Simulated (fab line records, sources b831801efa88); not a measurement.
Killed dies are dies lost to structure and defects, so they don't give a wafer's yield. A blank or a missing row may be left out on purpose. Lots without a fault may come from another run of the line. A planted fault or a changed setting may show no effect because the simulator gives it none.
Which tool did it? | flow gf180mcu | 6 lots, 18 wafers sampled, at 3 steps of a route of 602

WHAT THE GAUGES READ, wafer by wafer
GF_V5_BOW_MEAS_05.
lot  | measured     | on            | V5_BOW (um)
L824 | day 26 22:46 | film_metro-03 | 143 148 159
L826 | day 27 09:50 | film_metro-01 | 110 113 113
L828 | day 28 04:28 | film_metro-01 | 146 137 131
L836 | day 30 12:20 | film_metro-03 | 144 149 137
L839 | day 31 15:40 | film_metro-01 | 130 140 136
L845 | day 32 22:37 | film_metro-01 | 148 138 136

WHICH TOOL RAN EACH LOT (tool, then ch and the chambers of the sampled wafers, then the start)
lot  | GF_V4_SPUTTER_22             | GF_V5_CVD_02
L824 | pvd_sputter-04, day 25 01:45 | pecvd-02 ch 0,2, day 26 22:18
L826 | pvd_sputter-01, day 25 13:04 | pecvd-02 ch 1,2, day 27 09:13
L828 | pvd_sputter-04, day 26 08:03 | pecvd-04 ch 0,1,2, day 28 03:58
L836 | pvd_sputter-02, day 28 19:31 | pecvd-02 ch 0,1,2, day 30 11:52
L839 | pvd_sputter-01, day 30 01:10 | pecvd-04 ch 0,1,2, day 31 15:07
L845 | pvd_sputter-02, day 31 10:11 | pecvd-02 ch 0,1,2, day 32 22:04
- GF_V4_SPUTTER_22: material TiN, target thk 10 nm, time 40 s.
- GF_V5_CVD_02: deposits SiO2 from TEOS, target thk 1450 nm, time 163.28 s.

THE ANSWER, worked out from the rows above alone
Rule: what is usual is taken from the lots themselves. Put in order of their means at a reading, lots are off if they are a third of the lots or fewer, leave a main group of 4 or more, and stand apart from it by a gap of 3 or more times the standard deviation of the main group's means; of several such gaps the widest counts. A main group whose means are all the same, to the digits that the tables above print for the reading, isn't used. A lot without any number at a reading at which 4 lots or more have one is off too. The other lots that the step has rows for count as sound.
Off: L826, at GF_V5_BOW_MEAS_05 (V5_BOW). The main group: mean 141 um, standard deviation 5.
A tool fits if, at a process step before that reading, it ran every lot that is off, and no sound lot after the first of them. The gauges at GF_V5_BOW_MEAS_05 are tried like those tools. None of those tried fits.

WHAT THE SIMULATOR HAD PUT IN
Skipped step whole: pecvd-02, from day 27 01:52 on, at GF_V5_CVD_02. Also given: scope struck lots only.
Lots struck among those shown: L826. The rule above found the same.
